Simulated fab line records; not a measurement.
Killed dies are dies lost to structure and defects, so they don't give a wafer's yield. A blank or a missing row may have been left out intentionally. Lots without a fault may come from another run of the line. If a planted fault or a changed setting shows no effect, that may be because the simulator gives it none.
fab line records | flow sky130
[record] lots = 6 wafers = 18 last_day = 50
route steps=708 shown CAPM@550 METAL3@555 PAD_OPEN@708
lots with no fault: from the same line, run without faults
start_h: hours from the record's opening day to when the first of the lot's shown wafers began | wait_h: how many hours have passed since the lot's step before this one | " the same as in the row above | L1.1+2: one row covering several wafers at once | - either no value or no given start | * or withheld: withheld | < > ~ a bound
route shown NAME@n: names a module that has steps shown in the file, with the first one's number in the route | usual: mean/standard deviation taken from wafers without a fault | same: alike in all rows | chamber/n: place in a boat | sites: the reading at each site | _std_site: how widely they spread, as a standard deviation | _edge_site: inner sites' mean taken away from outer sites' mean | radius_mm: for every site, how far away it sits from the centre of the wafer | mask NAME#n: copy n | behind: the last tool/chamber to shape the wafer | hold: why the lot was held/for how many hours/how that ended | device: the transistor (n, p or np) that didn't switch | end of line: the route-end tests of the same wafers | where a step has no rows: the recipe by itself | killed: not the wafer's yield, but the dies lost to structure and defects at the first sort | map: shows each die of a wafer: x if killed, . if not, _ if none is there
set.NAME: the setting as run; set.NAME@STEP: as run at that earlier step | model.NAME: the simulator's own value behind a step, which no gauge read
lots at selected steps of the route; one table per step, one row per wafer
services: a tool's chamber out of use, with start hour (start_h, from the record's first day; less than 0 if before it), hours out, and reason
[[steps]]
[step SKY_CAPM_METAL_ETCH_13]
[recipe] target_depth_nm = 220 stop_on = SiO2 chemistry = Cl2/BCl3 target = TiN pressure_mtorr = 10 icp_w = 900 bias_w = 48.5 Cl2_flow_sccm = 60 bcl3_flow_sccm = 30 time_s = 62.9
[usual] drypump_motor_current_A = 5.7/0.45 oes_product_au = 0.939/0.0077 throttle_valve_pct = 21.904/0.0099
// columns lot.wafer tool chamber start_h wait_h drypump_motor_current_A oes_product_au rf_hours_counter_h throttle_valve_pct
L344.2 rie_metal-01 0 905.18 0.0 5.8 0.944 10 21.886
L344.4 " 0 " " 5.8 0.947 - 21.898
L344.5 " 0 " " 5.8 0.944 - 21.906
L346.2 rie_metal-01 0 923.37 0.0 5.8 0.932 11 21.909
L346.4 " 1 " " 4.8 0.949 - 21.895
L346.6 " 0 " " 5.8 0.942 - 21.896
L354.3 rie_metal-01 1 978.20 0.0 4.9 0.929 - 21.897
L354.5 " 1 " " 4.8 0.937 - 21.917
L354.6 " 0 " " 5.8 0.933 - 21.911
L356.1 rie_metal-01 1 995.52 0.0 4.9 0.942 13 21.915
L356.3 " 1 " " 4.9 0.945 - 21.890
L356.4 " 0 " " 5.8 0.936 - 21.892
L357.1 rie_metal-03 1 1010.47 0.0 5.8 0.937 6 21.891
L357.3 " 1 " " 5.8 0.942 - 21.900
L357.5 " 0 " " 5.9 0.939 - 21.883
L363.2 rie_metal-03 1 1042.73 0.0 5.8 0.947 8 21.900
L363.5 " 0 " " 6.0 0.941 - 21.921
L363.6 " 1 " " 5.7 0.941 - 21.897
[step SKY_CAPM_STRIP_14]
[recipe] chemistry = O2/N2 power_w = 1400 pressure_mtorr = 1500 platen_temp_c = withheld o2_flow_sccm = 3000 n2_flow_sccm = 300 overash_fraction = 0.5
[usual] drypump_motor_current_A = 5.6/0.56 oes_product_au = 0.710/0.0045 strip_time_to_endpoint_s = 12.66/0.048
// columns lot.wafer tool chamber start_h wait_h drypump_motor_current_A oes_product_au rf_hours_counter_h strip_time_to_endpoint_s
L344.2 plasma_asher-02 0 905.26 0.1 6.6 0.704 47 12.65
L344.4 " 1 " " 6.1 0.714 - 12.64
L344.5 " 0 " " 6.6 0.719 - 12.68
L346.2 plasma_asher-01 1 923.45 0.1 5.6 0.716 17 12.64
L346.4 " 1 " " 5.6 0.718 - 12.67
L346.6 " 0 " " 5.8 0.720 - 12.64
L354.3 plasma_asher-01 1 978.28 0.1 5.6 0.710 - 12.67
L354.5 " 0 " " 5.8 0.711 - 12.76
L354.6 " 1 " " 5.6 0.701 - 12.69
L356.1 plasma_asher-01 1 995.60 0.1 5.7 0.713 24 12.75
L356.3 " 1 " " 5.6 0.704 - 12.76
L356.4 " 0 " " 5.8 0.710 - 12.66
L357.1 plasma_asher-02 0 1010.55 0.1 6.6 0.718 57 12.63
L357.3 " 1 " " 6.1 0.711 - 12.65
L357.5 " 0 " " 6.6 0.700 - 12.63
L363.2 plasma_asher-04 0 1042.81 0.1 4.7 0.721 123 12.68
L363.5 " 0 " " 4.7 0.712 - 12.62
L363.6 " 1 " " 5.4 0.709 - 12.63
[step SKY_CAPM_STRIP_15]
[recipe] chemistry = post_etch_residue_remover time_s = 1200 temp_c = 72.5
[step SKY_CAPM_CLEAN_16]
[recipe] chemistry = IPA time_s = 180 temp_c = 25
[step SKY_CAPM_CLEAN_17]
[recipe] chemistry = O3/DIW dry = n2_spin
[step SKY_METAL3_DEHYDRATE_05]
[recipe] temp_c = 200 time_s = 60
[step SKY_METAL3_HMDS_06]
[recipe] prime_time_s = 60 prime_temp_c = 120
[step SKY_METAL3_COAT_07]
[recipe] resist = BARC temp_c = withheld time_s = withheld spin_rpm = 3000 resist_thk_nm = 60
[step SKY_METAL3_COAT_08]
[recipe] resist = KrF-thick spin_rpm = 3000 resist_thk_nm = 1140
[step SKY_METAL3_SOFTBAKE_09]
[recipe] temp_c = 100 time_s = 90 resist = KrF-thick
[step SKY_METAL3_EXPOSE_10]
[recipe] mask_id = MM3 na = 0.68 source_shape = annular sigma_inner = 0.4 sigma_outer = 0.8 target_cd_nm = 300 dose_mj = 28
[step SKY_METAL3_PEB_11]
[recipe] peb_temp_c = withheld peb_time_s = withheld resist = KrF-thick
[step SKY_METAL3_DEVELOP_12]
[recipe] develop_time_s = 60 resist = KrF-thick dev_temp_c = 21
[usual] developer_temp_C = 21.00/0.11 exhaust_pa = 44.9/0.95
// columns lot.wafer tool chamber start_h wait_h developer_temp_C exhaust_pa
L344.2 litho_track-03 0 931 - 20.90 45.0
L344.4 " 0 " " 21.02 45.9
L344.5 " 0 " " 20.99 44.7
L346.2 litho_track-03 0 948 - 21.02 46.8
L346.4 " 0 " " 21.02 45.8
L346.6 " 0 " " 21.02 45.2
L354.3 litho_track-03 0 1002 - 21.68 45.8
L354.5 " 0 " " 21.45 44.8
L354.6 " 0 " " 21.65 45.1
L356.1 litho_track-03 0 1019 - 21.65 43.5
L356.3 " 0 " " 21.76 44.7
L356.4 " 0 " " 21.60 46.0
L357.1 litho_track-01 0 1033 - 21.06 45.1
L357.3 " 0 " " 21.02 45.8
L357.5 " 0 " " 21.00 44.7
L363.2 litho_track-02 0 1065 - 20.92 45.3
L363.5 " 0 " " 20.93 44.8
L363.6 " 0 " " 20.88 45.4
[step SKY_METAL3_CD_MEAS_13]
[recipe] target_cd_nm = 300
[usual] cd_nm = 300.4/1.4
// columns lot.wafer tool chamber start_h wait_h cd_nm
L344.2 cd_sem-01 - 931.22 - 298.7
L344.4 " - " " 299.0
L344.5 " - " " 299.5
L346.2 cd_sem-01 - 948.27 - 302.2
L346.4 " - " " 301.4
L346.6 " - " " 301.4
L354.3 cd_sem-02 - 1002.65 - 297.6
L354.5 " - " " 296.7
L354.6 " - " " 298.0
L356.1 cd_sem-01 - 1019.20 - 300.0
L356.3 " - " " 301.4
L356.4 " - " " 299.1
L357.1 cd_sem-01 - 1033.54 - 298.5
L357.3 " - " " 298.8
L357.5 " - " " 298.6
L363.2 cd_sem-01 - 1065.34 - 300.1
L363.5 " - " " 302.3
L363.6 " - " " 301.5
[step SKY_PAD_OPEN_PROBE_99]
[usual] defect_limited_yield = 82.9/2 killed_at_M0_to_M3 = 42/7.6 killed_at_M4_up = 2.9/1.7 killed_at_contacts = 24/5.1 killed_at_front_end = 15/4 killed_at_other = 0.2/0.38 killed_dies = 84/9.9 killed_open = 46/7.2 killed_short = 38/6.6 sort_bin_3_pad_short = 0.9/0.38 sort_bin_5_function = 10.2/1.5 sort_bin_6_memory = 6.0/1 sort_n_pass = 408/9.9 sort_yield_pct = 82.9/2
[same] gross_dies = 492 killed_at_back_side = 0 sort_bin_4_leakage[%] = 0 sort_bin_8_speed[%] = 0
// columns lot.wafer tool chamber start_h wait_h defect_limited_yield[%] killed_at_M0_to_M3 killed_at_M4_up killed_at_contacts killed_at_front_end killed_at_other killed_dies killed_open killed_short sort_bin_3_pad_short[%] sort_bin_5_function[%] sort_bin_6_memory[%] sort_n_pass sort_yield_pct[%]
L344.2 prober-02 - 1102.04 0.1 83.3 40 3 22 17 0 82 41 41 1.4 10.0 5.3 410 83.3
L344.4 prober-02 - 1102.14 0.2 80.5 49 3 24 20 0 96 50 46 0.6 11.2 7.7 396 80.5
L344.5 prober-02 - 1102.19 0.2 82.7 37 2 26 20 0 85 46 39 0.8 10.4 6.1 407 82.7
L346.2 prober-02 - 1116.39 0.1 78.7 46 3 30 26 0 105 46 59 1.2 14.0 6.1 387 78.7
L346.4 prober-02 - 1116.49 0.2 81.1 36 7 32 18 0 93 50 43 1.8 10.8 6.3 399 81.1
L346.6 prober-02 - 1116.59 0.2 80.9 53 4 27 10 0 94 48 46 0.4 11.4 7.3 398 80.9
L354.3 prober-02 - 1158.55 0.2 81.5 51 3 25 11 1 91 51 40 0.8 10.6 7.1 401 81.5
L354.5 prober-02 - 1158.65 0.2 84.3 32 3 29 13 0 77 49 28 1.0 10.0 4.7 415 84.3
L354.6 prober-02 - 1158.70 0.2 83.9 39 1 26 13 0 79 51 28 0.4 10.4 5.3 413 83.9
L356.1 prober-02 - 1169.45 0.1 85.2 41 3 12 16 1 73 45 28 0.4 9.1 5.3 419 85.2
L356.3 prober-02 - 1169.55 0.2 83.1 46 5 23 9 0 83 51 32 0.8 9.8 6.3 409 83.1
L356.4 prober-02 - 1169.60 0.2 81.1 53 7 23 10 0 93 44 49 1.0 10.6 7.3 399 81.1
// killed by level:class
L344.2 VIA1:geometric_particle:open=8 CONTACT:geometric_particle:open=6 METAL1:geometric_particle:short=6 VIA1:geometric_particle:short=6 FIELD_ISO:geometric_particle:short=5 CONTACT:geometric_particle:short=5 METAL2:geometric_particle:short=5 VIA3:geometric_particle:open=5
L344.4 VIA1:geometric_particle:open=13 CONTACT:geometric_particle:open=8 LOCAL_INTERCONNECT:geometric_particle:short=7 VIA2:geometric_particle:open=7 VIA3:geometric_particle:open=6 METAL1:geometric_particle:short=6 METAL2:geometric_particle:short=6 FIELD_ISO:geometric_particle:open=5
L344.5 VIA1:geometric_particle:open=14 CONTACT:geometric_particle:open=10 METAL1:geometric_particle:short=9 FIELD_ISO:geometric_particle:short=6 POLY_GATE:geometric_particle:open=5 LOCAL_INTERCONNECT:geometric_particle:short=5 FIELD_ISO:geometric_particle:open=4 LI_CONTACT:geometric_particle:short=4
L346.2 VIA1:geometric_particle:open=11 FIELD_ISO:geometric_particle:open=9 LOCAL_INTERCONNECT:geometric_particle:short=8 VIA1:geometric_particle:short=8 FIELD_ISO:geometric_particle:short=7 CONTACT:geometric_particle:open=7 METAL2:geometric_particle:short=7 VIA3:geometric_particle:open=6
L346.4 CONTACT:geometric_particle:open=13 VIA1:geometric_particle:open=7 CONTACT:geometric_particle:short=7 VIA3:geometric_particle:open=7 FIELD_ISO:geometric_particle:short=6 VIA3:geometric_particle:short=6 VIA2:geometric_particle:open=5 METAL4:geometric_particle:short=5
L346.6 CONTACT:geometric_particle:open=13 VIA1:geometric_particle:open=11 METAL2:geometric_particle:short=9 VIA3:geometric_particle:open=7 CONTACT:geometric_particle:short=6 VIA1:geometric_particle:short=5 VIA3:geometric_particle:short=5 LI_CONTACT:geometric_particle:short=4
L354.3 VIA1:geometric_particle:open=11 VIA2:geometric_particle:open=10 CONTACT:geometric_particle:open=7 CONTACT:geometric_particle:short=7 LI_CONTACT:geometric_particle:open=6 METAL1:geometric_particle:short=6 VIA3:geometric_particle:open=6 LOCAL_INTERCONNECT:geometric_particle:short=5
L354.5 LI_CONTACT:geometric_particle:open=10 CONTACT:geometric_particle:open=9 VIA2:geometric_particle:open=9 POLY_GATE:geometric_particle:short=6 VIA1:geometric_particle:open=5 METAL2:geometric_particle:short=5 CONTACT:geometric_particle:short=4 POLY_GATE:geometric_particle:open=3
L354.6 LI_CONTACT:geometric_particle:open=10 VIA2:geometric_particle:open=10 CONTACT:geometric_particle:open=9 FIELD_ISO:geometric_particle:short=6 VIA1:geometric_particle:open=6 METAL1:geometric_particle:short=4 VIA1:geometric_particle:short=3 VIA3:geometric_particle:short=3
L356.1 VIA1:geometric_particle:open=10 VIA3:geometric_particle:open=10 VIA2:geometric_particle:open=7 POLY_GATE:geometric_particle:short=5 LI_CONTACT:geometric_particle:open=5 POLY_GATE:geometric_particle:open=4 VIA1:geometric_particle:short=4 FIELD_ISO:geometric_particle:open=3
L356.3 VIA1:geometric_particle:open=14 CONTACT:geometric_particle:open=9 VIA2:geometric_particle:open=7 VIA3:geometric_particle:open=7 LI_CONTACT:geometric_particle:open=6 METAL2:geometric_particle:short=6 METAL1:geometric_particle:short=5 LOCAL_INTERCONNECT:geometric_particle:short=3
L356.4 VIA1:geometric_particle:open=13 LI_CONTACT:geometric_particle:open=8 METAL2:geometric_particle:short=7 VIA2:geometric_particle:open=7 METAL3:geometric_particle:short=7 VIA1:geometric_particle:short=6 LOCAL_INTERCONNECT:geometric_particle:short=5 CONTACT:geometric_particle:open=5
[[services]]
// columns tool chamber start_h hours kind
plasma_asher-02 - 885.60 4.2 repair
plasma_asher-01 - 886.70 4.5 repair
rie_metal-03 1 890.44 - clean
rie_metal-03 1 890.44 17.6 scheduled_down
rie_metal-03 1 890.44 17.6 vent_cycle
rie_metal-03 0 925.67 - clean
rie_metal-03 0 925.67 21.6 scheduled_down
rie_metal-03 0 925.67 21.6 vent_cycle
rie_metal-03 - 933.15 1.0 repair
plasma_asher-04 - 944.42 2.7 repair
plasma_asher-04 - 1045.42 1.6 repair
plasma_asher-04 - 1055.25 9.0 pm
plasma_asher-04 0 1055.25 9.0 vent_cycle
plasma_asher-04 1 1055.25 9.0 vent_cycle
rie_metal-01 0 1061.78 1.9 repair
plasma_asher-04 0 1064.25 - clean
plasma_asher-04 1 1064.25 - clean
plasma_asher-01 - 1064.87 1.6 repair
[[key]]
[first_sign] step = SKY_METAL3_DEVELOP_12 reading = developer_temp_C direction = up sigmas = 6 usual = * struck = *
effect none on later readings
met_at SKY_METAL3_DEVELOP_12
struck_wafers L354.3,L354.5,L354.6,L356.1,L356.3,L356.4
onset_between 948 1002
[fault] kind = process_parameter_drift tool = litho_track-03 chamber = - onset_h = 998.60 steps = SKY_METAL3_DEVELOP_12 channel = dev_temp_c offset = * shape = step end_h = 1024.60 acts_in = * stated = *
